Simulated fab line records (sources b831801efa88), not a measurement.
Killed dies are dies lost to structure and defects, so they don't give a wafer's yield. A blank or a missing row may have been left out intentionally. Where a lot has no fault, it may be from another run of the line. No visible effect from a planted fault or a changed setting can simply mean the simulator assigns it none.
What tool caused it? || flow sky130 || 39 wafers from 13 lots sampled at 4 of the route's 708 steps

WHAT EACH GAUGE READ, for each wafer
SKY_LI_CONTACT_OVL_MEAS_13.
{"lot": "L511", "measured": "day 29 04:54", "on": "overlay-01", "LI_CONTACT_OVL (nm)": "4 -1 -3"}
{"lot": "L512", "measured": "day 29 11:56", "on": "overlay-02", "LI_CONTACT_OVL (nm)": "1 11 6"}
{"lot": "L513", "measured": "day 29 20:28", "on": "overlay-01", "LI_CONTACT_OVL (nm)": "4 -2 -1"}
{"lot": "L517", "measured": "day 31 15:10", "on": "overlay-02", "LI_CONTACT_OVL (nm)": "16 6 11"}
{"lot": "L522", "measured": "day 33 12:40", "on": "overlay-01", "LI_CONTACT_OVL (nm)": "-4 -4 -4"}
{"lot": "L523", "measured": "day 33 18:59", "on": "overlay-01", "LI_CONTACT_OVL (nm)": "-8 -2 -9"}
{"lot": "L525", "measured": "day 35 05:43", "on": "overlay-01", "LI_CONTACT_OVL (nm)": "2 2 -4"}
{"lot": "L529", "measured": "day 35 10:40", "on": "overlay-02", "LI_CONTACT_OVL (nm)": "2 0 4"}
{"lot": "L530", "measured": "day 35 12:32", "on": "overlay-01", "LI_CONTACT_OVL (nm)": "5 1 7"}
{"lot": "L531", "measured": "day 35 18:01", "on": "overlay-02", "LI_CONTACT_OVL (nm)": "0 3 0"}
{"lot": "L532", "measured": "day 35 23:19", "on": "overlay-02", "LI_CONTACT_OVL (nm)": "3 -4 -9"}
{"lot": "L533", "measured": "day 36 13:47", "on": "overlay-01", "LI_CONTACT_OVL (nm)": "-1 -1 -2"}
{"lot": "L534", "measured": "day 36 16:06", "on": "overlay-02", "LI_CONTACT_OVL (nm)": "7 3 3"}

SKY_CONTACT_RS_MEAS_25: uses a four-point probe to measure.
{"lot": "L511", "measured": "day 31 18:29", "on": "film metro-02", "CONTACT_W_RS (ohm/sq)": "0.341 0.344 0.344"}
{"lot": "L512", "measured": "day 31 22:31", "on": "film metro-02", "CONTACT_W_RS (ohm/sq)": "0.341 0.338 0.339"}
{"lot": "L513", "measured": "day 32 07:29", "on": "film metro-02", "CONTACT_W_RS (ohm/sq)": "0.345 0.340 0.346"}
{"lot": "L517", "measured": "day 34 00:56", "on": "film metro-01", "CONTACT_W_RS (ohm/sq)": "0.336 0.335 0.339"}
{"lot": "L522", "measured": "day 35 22:01", "on": "film metro-02", "CONTACT_W_RS (ohm/sq)": "0.334 0.340 0.341"}
{"lot": "L523", "measured": "day 36 03:24", "on": "film metro-01", "CONTACT_W_RS (ohm/sq)": "0.338 0.338 0.340"}
{"lot": "L525", "measured": "day 37 13:38", "on": "film metro-02", "CONTACT_W_RS (ohm/sq)": "0.341 0.342 0.340"}
{"lot": "L529", "measured": "day 37 18:40", "on": "film metro-02", "CONTACT_W_RS (ohm/sq)": "0.335 0.340 0.337"}
{"lot": "L530", "measured": "day 37 20:09", "on": "film metro-04", "CONTACT_W_RS (ohm/sq)": "0.342 0.340 0.341"}
{"lot": "L531", "measured": "day 38 01:34", "on": "film metro-01", "CONTACT_W_RS (ohm/sq)": "0.346 0.345 0.339"}
{"lot": "L532", "measured": "day 38 07:07", "on": "film metro-04", "CONTACT_W_RS (ohm/sq)": "0.345 0.350 0.347"}
{"lot": "L533", "measured": "day 38 21:55", "on": "film metro-02", "CONTACT_W_RS (ohm/sq)": "0.336 0.338 0.337"}
{"lot": "L534", "measured": "day 38 23:01", "on": "film metro-01", "CONTACT_W_RS (ohm/sq)": "0.339 0.339 0.341"}

SKY_CONTACT_THK_MEAS_26: measures by xrf.
{"lot": "L511", "measured": "day 31 18:36", "on": "film metro-02", "CONTACT_W_THK (nm)": "346 345 341"}
{"lot": "L512", "measured": "day 31 22:38", "on": "film metro-02", "CONTACT_W_THK (nm)": "345 350 351"}
{"lot": "L513", "measured": "day 32 07:37", "on": "film metro-02", "CONTACT_W_THK (nm)": "345 349 346"}
{"lot": "L517", "measured": "day 34 01:03", "on": "film metro-01", "CONTACT_W_THK (nm)": "343 344 338"}
{"lot": "L522", "measured": "day 35 22:07", "on": "film metro-02", "CONTACT_W_THK (nm)": "359 352 350"}
{"lot": "L523", "measured": "day 36 03:31", "on": "film metro-01", "CONTACT_W_THK (nm)": "345 342 343"}
{"lot": "L525", "measured": "day 37 13:45", "on": "film metro-02", "CONTACT_W_THK (nm)": "346 346 348"}
{"lot": "L529", "measured": "day 37 18:47", "on": "film metro-02", "CONTACT_W_THK (nm)": "353 347 351"}
{"lot": "L530", "measured": "day 37 20:16", "on": "film metro-04", "CONTACT_W_THK (nm)": "344 346 343"}
{"lot": "L531", "measured": "day 38 01:40", "on": "film metro-01", "CONTACT_W_THK (nm)": "332 332 336"}
{"lot": "L532", "measured": "day 38 07:13", "on": "film metro-04", "CONTACT_W_THK (nm)": "335 329 333"}
{"lot": "L533", "measured": "day 38 22:02", "on": "film metro-02", "CONTACT_W_THK (nm)": "353 347 349"}
{"lot": "L534", "measured": "day 38 23:07", "on": "film metro-01", "CONTACT_W_THK (nm)": "336 338 339"}

TOOL THAT RAN EACH LOT (tool first, then ch and the chambers of the sampled wafers, then the start)
{"lot": "L511", "SKY_LI_CONTACT_ETCH_14": "rie diel-02 ch 1,2,3, day 29 04:56"}
{"lot": "L512", "SKY_LI_CONTACT_ETCH_14": "rie diel-04 ch 1,2,3, day 29 11:59"}
{"lot": "L513", "SKY_LI_CONTACT_ETCH_14": "rie diel-02 ch 2,3, day 29 20:30"}
{"lot": "L517", "SKY_LI_CONTACT_ETCH_14": "rie diel-01 ch 1,3, day 31 15:12"}
{"lot": "L522", "SKY_LI_CONTACT_ETCH_14": "rie diel-02 ch 0,1, day 33 12:42"}
{"lot": "L523", "SKY_LI_CONTACT_ETCH_14": "rie diel-02 ch 0,2, day 33 19:02"}
{"lot": "L525", "SKY_LI_CONTACT_ETCH_14": "rie diel-04 ch 0,1,2, day 35 05:45"}
{"lot": "L529", "SKY_LI_CONTACT_ETCH_14": "rie diel-01 ch 1,2,3, day 35 10:42"}
{"lot": "L530", "SKY_LI_CONTACT_ETCH_14": "rie diel-01 ch 0,1,2, day 35 12:35"}
{"lot": "L531", "SKY_LI_CONTACT_ETCH_14": "rie diel-01 ch 2,3, day 35 18:03"}
{"lot": "L532", "SKY_LI_CONTACT_ETCH_14": "rie diel-01 ch 0,1,3, day 35 23:21"}
{"lot": "L533", "SKY_LI_CONTACT_ETCH_14": "rie diel-02 ch 0,2,3, day 36 13:50"}
{"lot": "L534", "SKY_LI_CONTACT_ETCH_14": "rie diel-04 ch 0,2,3, day 36 16:08"}
- SKY_LI_CONTACT_ETCH_14: etches BARC in N2/H2, stops on SiO2, time 45.9 s, target depth 60 nm.

AS READ BY THE TOOLS THEMSELVES (means over the sampled wafers that have a number; for cases with no such wafer, the mark the record gives instead)
SKY_LI_CONTACT_ETCH_14.
{"lot": "L511", "tool": "rie diel-02", "bias w (W)": 99.9, "drypump motor current A (A)": 5.9, "oes product au (a.u.)": 0.852, "throttle valve pct (%)": 13.217}
{"lot": "L512", "tool": "rie diel-04", "bias w (W)": 100.0, "drypump motor current A (A)": 5.3, "oes product au (a.u.)": 0.855, "throttle valve pct (%)": 13.222}
{"lot": "L513", "tool": "rie diel-02", "bias w (W)": 100.1, "drypump motor current A (A)": 6.1, "oes product au (a.u.)": 0.851, "throttle valve pct (%)": 13.215}
{"lot": "L517", "tool": "rie diel-01", "bias w (W)": 99.8, "drypump motor current A (A)": 5.6, "oes product au (a.u.)": 0.856, "throttle valve pct (%)": 13.227}
{"lot": "L522", "tool": "rie diel-02", "bias w (W)": 79.7, "drypump motor current A (A)": 5.7, "oes product au (a.u.)": 0.851, "throttle valve pct (%)": 13.226}
{"lot": "L523", "tool": "rie diel-02", "bias w (W)": 79.4, "drypump motor current A (A)": 6.0, "oes product au (a.u.)": 0.851, "throttle valve pct (%)": 13.226}
{"lot": "L525", "tool": "rie diel-04", "bias w (W)": 100.1, "drypump motor current A (A)": 5.4, "oes product au (a.u.)": 0.852, "throttle valve pct (%)": 13.222}
{"lot": "L529", "tool": "rie diel-01", "bias w (W)": 100.1, "drypump motor current A (A)": 5.8, "oes product au (a.u.)": 0.855, "throttle valve pct (%)": 13.227}
{"lot": "L530", "tool": "rie diel-01", "bias w (W)": 100.2, "drypump motor current A (A)": 5.9, "oes product au (a.u.)": 0.855, "throttle valve pct (%)": 13.220}
{"lot": "L531", "tool": "rie diel-01", "bias w (W)": 99.9, "drypump motor current A (A)": 6.0, "oes product au (a.u.)": 0.854, "throttle valve pct (%)": 13.228}
{"lot": "L532", "tool": "rie diel-01", "bias w (W)": 100.0, "drypump motor current A (A)": 5.5, "oes product au (a.u.)": 0.852, "throttle valve pct (%)": 13.218}
{"lot": "L533", "tool": "rie diel-02", "bias w (W)": 100.2, "drypump motor current A (A)": 6.0, "oes product au (a.u.)": 0.855, "throttle valve pct (%)": 13.231}
{"lot": "L534", "tool": "rie diel-04", "bias w (W)": 100.0, "drypump motor current A (A)": 5.1, "oes product au (a.u.)": 0.854, "throttle valve pct (%)": 13.224}

THE ANSWER, worked out from the rows above alone
Rule: the usual values come from the lots themselves. The widest of any qualifying gaps counts: lots, ordered by their means at a reading, are off when they make up no more than a third of the lots, leave a main group of 4 or more, and stand apart from it by 3 or more times the standard deviation of that group's means. The tables above print the reading to a certain number of digits; a main group whose means all agree to those digits is not used. Also off: a lot with no number at a reading for which 4 or more lots have one. All remaining lots with rows at the step are treated as sound. Order of review: gauges by route order, followed by the tools' own readings, for which a lot's mean as printed above is used. At the first step where some lot is off, the reading lying furthest off is the one used; lots without a number count as furthest.
Off, at SKY_LI_CONTACT_ETCH_14 on bias w: L522, L523. The main group has a mean of 100.0 W with a standard deviation of 0.12.
A tool fits if, at that step or a process step before it, it ran every lot that is off, and no sound lot after the first of them. No candidate that was tried fits.

WHAT THE SIMULATOR PUT IN
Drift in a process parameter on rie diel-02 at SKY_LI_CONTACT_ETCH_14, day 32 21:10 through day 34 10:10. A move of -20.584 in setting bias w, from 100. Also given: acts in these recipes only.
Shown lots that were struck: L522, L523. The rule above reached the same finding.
